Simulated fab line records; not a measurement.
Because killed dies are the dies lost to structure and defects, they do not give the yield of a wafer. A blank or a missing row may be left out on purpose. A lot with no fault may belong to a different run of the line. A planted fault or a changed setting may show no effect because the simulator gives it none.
What tool caused it? -- flow sky130 -- Sampling: 12 lots, 36 wafers, 5 of 708 route steps

WHAT THE GAUGES SHOWED, per wafer
SKY_GATE_OXIDE_THK_MEAS_02.
lot,measured,on,GATE_OXIDE_OXIDATION_00_THK (nm)
L527,day 13 01:03,filmMetro-01,9.76 9.81 9.95
L528,day 13 11:11,filmMetro-03,10.15 10.11 10.20
L530,day 14 02:19,filmMetro-02,10.43 10.36 10.31
L531,day 14 07:50,filmMetro-01,10.26 10.43 10.26
L534,day 15 07:53,filmMetro-02,10.00 9.97 9.92
L535,day 16 00:13,filmMetro-03,10.56 10.51 10.60
L542,day 18 08:13,filmMetro-02,16.85 16.99 16.81
L544,day 19 04:07,filmMetro-03,17.43 17.12 17.23
L545,day 19 04:05,filmMetro-01,10.44 10.34 10.37
L547,day 20 00:13,filmMetro-01,10.11 9.86 10.10
L548,day 20 07:32,filmMetro-02,10.15 10.02 10.01
L549,day 20 11:54,filmMetro-02,10.37 10.42 10.41

SKY_SD_N_RS_MEAS_17: measures by four-point-probe.
lot,measured,on,SD_P_RS (ohm/sq)
L527,day 28 08:59,filmMetro-01,147.4 147.5 147.3
L528,day 28 16:38,filmMetro-04,147.0 147.1 147.1
L530,day 29 12:05,filmMetro-04,147.9 147.9 147.3
L531,day 29 15:49,filmMetro-04,147.7 147.4 147.3
L534,day 30 22:29,filmMetro-02,147.2 147.1 146.9
L535,day 31 10:53,filmMetro-01,147.1 147.3 147.2
L542,day 33 11:33,filmMetro-02,146.6 146.6 146.4
L544,day 34 03:21,filmMetro-04,146.4 146.9 146.8
L545,day 34 05:49,filmMetro-02,147.4 147.2 146.9
L547,day 34 19:34,filmMetro-01,147.6 147.5 147.4
L548,day 35 02:04,filmMetro-01,146.9 147.1 147.3
L549,day 35 04:39,filmMetro-02,147.5 148.3 147.4

WHICH TOOL RAN EACH LOT (tool, then ch and the chambers of the sampled wafers, then the start)
lot,SKY_GATE_OXIDE_OXIDATION_01,SKY_LDD_P_STRIP_10,SKY_RES_XHIGH_STRIP_08
L527,"furnace-02 ch 0, day 12 23:37","plasmaAsher-03 ch 0,1, day 19 11:04","plasmaAsher-01 ch 0,1, day 27 03:20"
L528,"furnace-01 ch 0, day 13 09:46","plasmaAsher-04 ch 0,1, day 19 20:13","plasmaAsher-04 ch 0,1, day 27 10:57"
L530,"furnace-02 ch 0, day 14 00:54","plasmaAsher-03 ch 0,1, day 20 16:04","plasmaAsher-04 ch 0,1, day 28 07:51"
L531,"furnace-01 ch 0, day 14 06:25","plasmaAsher-03 ch 0,1, day 20 22:47","plasmaAsher-02 ch 0,1, day 28 11:02"
L534,"furnace-01 ch 0, day 15 06:28","plasmaAsher-04 ch 0,1, day 22 06:23","plasmaAsher-01 ch 0,1, day 29 17:25"
L535,"furnace-02 ch 0, day 15 22:48","plasmaAsher-03 ch 0, day 22 19:40","plasmaAsher-04 ch 1, day 30 06:16"
L542,"furnace-01 ch 0, day 18 05:08 and furnace-02 ch 0, day 18 06:47","plasmaAsher-03 ch 0,1, day 25 00:46","plasmaAsher-04 ch 0,1, day 32 07:44"
L544,"furnace-02 ch 0, day 19 00:22","plasmaAsher-03 ch 0,1, day 25 20:11","plasmaAsher-01 ch 0,1, day 32 23:35"
L545,"furnace-02 ch 0, day 19 02:41","plasmaAsher-02 ch 0,1, day 25 22:44","plasmaAsher-01 ch 0,1, day 33 03:25"
L547,"furnace-01 ch 0, day 19 22:48","plasmaAsher-04 ch 0,1, day 26 16:30","plasmaAsher-01 ch 1, day 33 16:37"
L548,"furnace-02 ch 0, day 20 06:07","plasmaAsher-03 ch 0,1, day 26 21:36","plasmaAsher-04 ch 0,1, day 33 22:42"
L549,"furnace-01 ch 0, day 20 10:28","plasmaAsher-02 ch 0,1, day 27 02:14","plasmaAsher-02 ch 0,1, day 34 01:42"
- SKY_GATE_OXIDE_OXIDATION_01: stabilise 600 s, purge 300 s, target thk 10.268 nm.
- SKY_LDD_P_STRIP_10: strips in O2/N2.
- SKY_RES_XHIGH_STRIP_08: strips in O2/N2.

AS READ BY THE TOOLS THEMSELVES (means over the sampled wafers that have a number; for cases with no such wafer, the mark the record gives instead)
SKY_LDD_P_STRIP_10.
lot,tool,drypumpMotorCurrentA (A),oesProductAu (a.u.),stripTimeToEndpointS (s)
L527,plasmaAsher-03,6.5,0.712,14.20
L528,plasmaAsher-04,5.1,0.714,14.20
L530,plasmaAsher-03,6.4,0.715,14.22
L531,plasmaAsher-03,6.1,0.712,14.18
L534,plasmaAsher-04,5.1,0.715,14.12
L535,plasmaAsher-03,5.8,0.715,14.21
L542,plasmaAsher-03,6.1,0.716,14.20
L544,plasmaAsher-03,6.1,0.720,14.18
L545,plasmaAsher-02,6.3,0.718,14.20
L547,plasmaAsher-04,5.1,0.713,14.16
L548,plasmaAsher-03,6.1,0.717,14.18
L549,plasmaAsher-02,6.2,0.716,14.16

SKY_RES_XHIGH_STRIP_08.
lot,tool,drypumpMotorCurrentA (A),oesProductAu (a.u.),stripTimeToEndpointS (s)
L527,plasmaAsher-01,5.7,0.712,14.28
L528,plasmaAsher-04,5.3,0.711,14.27
L530,plasmaAsher-04,5.1,0.711,14.33
L531,plasmaAsher-02,6.3,0.713,14.34
L534,plasmaAsher-01,6.0,0.709,14.31
L535,plasmaAsher-04,5.4,0.710,14.27
L542,plasmaAsher-04,5.1,0.711,14.29
L544,plasmaAsher-01,5.7,0.709,14.33
L545,plasmaAsher-01,6.0,0.712,14.29
L547,plasmaAsher-01,6.3,0.713,14.34
L548,plasmaAsher-04,5.3,0.712,14.34
L549,plasmaAsher-02,6.2,0.713,14.27

THE ANSWER, worked out from the rows above alone
Rule: usual is defined by the lots themselves. Put in order of their means at a reading, lots are off if they are a third of the lots or fewer, leave a main group of 4 or more, and stand apart from it by a gap of 3 or more times the standard deviation of the main group's means; of several such gaps the widest counts. A main group whose means are all the same, to the digits that the tables above print for the reading, isn't used. Also off: a lot with no number at a reading for which 4 or more lots have one. The other lots that the step has rows for count as sound. After the gauges, taken in route order, come the tools' own readings; for these a lot's mean is taken, as printed above. The first step at which some lot is off is used, and at that step the reading that is off furthest; a lot without a number counts as furthest.
Off: L542, L544, seen at SKY_GATE_OXIDE_THK_MEAS_02 (GATE_OXIDE_OXIDATION_00_THK). Main group: mean 10.21 nm, sd 0.22.
A tool fits if, at a process step before that reading, it ran every lot that is off, and no sound lot after the first of them. Gauges at SKY_GATE_OXIDE_THK_MEAS_02: tried the same way as those tools. No candidate that was tried fits.

WHAT THE SIMULATOR HAD PUT IN
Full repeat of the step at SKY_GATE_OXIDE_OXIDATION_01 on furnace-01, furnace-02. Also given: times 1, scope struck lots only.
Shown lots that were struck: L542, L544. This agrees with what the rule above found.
